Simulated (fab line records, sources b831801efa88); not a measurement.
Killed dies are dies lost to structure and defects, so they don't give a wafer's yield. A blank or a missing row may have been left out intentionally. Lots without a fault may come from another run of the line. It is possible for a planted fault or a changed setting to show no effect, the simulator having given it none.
A lot that was struck, set against a sound lot | flow sky130 | 16 out of 708 route steps
Sound: these wafers, L519.1, L519.2, L519.4. Struck: wafer L513.3. (L513.4, L513.6 of the same lot were not struck and are left out.) The cause comes at the end.
Order at every step that has rows: each side's tool, ch and its chambers, its first start. Under that, the readings that differ: sound wafers | struck wafers | difference of the means | sigmas: that difference in standard deviations of wafers without a fault.
alike: readings with means less than 2 such deviations apart, plus words and numbers identical on both sides. not compared: withheld readings, readings lacking a value on some wafer, bounds such as >300 that could conceal the same value, and numbers that have no deviation in the record and whose values overlap.
Wherever a step has rows on one side only, a row that says differs or no value, or a row with sigmas, the two part there. When numbers do not overlap yet have no deviation, they are printed without sigmas and do not part them. A reading that every wafer of one side lacks parts them only if that side has two wafers or more.

first, 2 steps without rows for these wafers: SKY_VT_ADJUST_PCH_PEB_05; SKY_VT_ADJUST_PCH_DEVELOP_06 (develop time 60 s).
SKY_VT_ADJUST_PCH_OVL_MEAS_07:
  sound on overlay-02, day 16 22:01; struck on overlay-01, day 14 06:29
  alike: VT_ADJUST_PCH_OVL
following that, these wafers have no rows for 1 step: SKY_VT_ADJUST_PCH_IMPLANT_08.
SKY_VT_ADJUST_PCH_STRIP_09: strips in O2/N2.
  sound on plasma-asher-01 ch 0,1, day 16 22:12; struck on plasma-asher-03 ch 1, day 14 06:42
  reading                      | sound             | struck | difference | sigmas
  strip-time-to-endpoint-s (s) | 36.71 36.70 36.75 | 36.99  | +0.27      | +3
  alike: drypump-motor-current-A, oes-product-au
  not compared: rf-hours-counter-h
SKY_VT_ADJUST_PCH_TW_MEAS_10:
  sound on film-metro-04, day 16 22:18; struck on film-metro-04, day 14 06:47
  alike: VT_ADJUST_PCH_TW
then, 6 steps without rows for these wafers: SKY_SONOS_TUNNEL_DEHYDRATE_00 (time 60 s); SKY_SONOS_TUNNEL_HMDS_01 (prime time 60 s); SKY_SONOS_TUNNEL_COAT_02 (resist thk 1140 nm); SKY_SONOS_TUNNEL_SOFTBAKE_03 (time 60 s); SKY_SONOS_TUNNEL_EXPOSE_04 (exposes mask TUNM, target cd 410 nm); SKY_SONOS_TUNNEL_PEB_05.
SKY_SONOS_TUNNEL_DEVELOP_06: develop time 60 s.
  sound on litho-track-01 ch 0, day 18 02:39; struck on litho-track-03 ch 0, day 15 09:13
SKY_SONOS_TUNNEL_CD_MEAS_07: target cd 410 nm.
  sound on cd-sem-02, day 18 02:48; struck on cd-sem-02, day 15 09:21
  reading    | sound             | struck | difference | sigmas
  cd-nm (nm) | 412.2 409.3 411.7 | 393.9  | -17.2      | -7
SKY_SONOS_TUNNEL_OVL_MEAS_08:
  sound on overlay-02, day 18 02:55; struck on overlay-01, day 15 09:27
  alike: SONOS_TUNNEL_OVL
-- here the record skips 33 days between the struck wafers' starts before and after, leaving off in module SONOS_TUNNEL and picking up in module PAD_OPEN (first step shown: number 708 of the route) --
SKY_PAD_OPEN_PROBE_99:
  the record has rows for the struck wafers here (prober-02, day 48 18:14) and none for the sound ones

## WHERE THEY PART
First at SKY_VT_ADJUST_PCH_STRIP_09; last, within this record, at SKY_PAD_OPEN_PROBE_99.

WHY: what had been put in by the simulator
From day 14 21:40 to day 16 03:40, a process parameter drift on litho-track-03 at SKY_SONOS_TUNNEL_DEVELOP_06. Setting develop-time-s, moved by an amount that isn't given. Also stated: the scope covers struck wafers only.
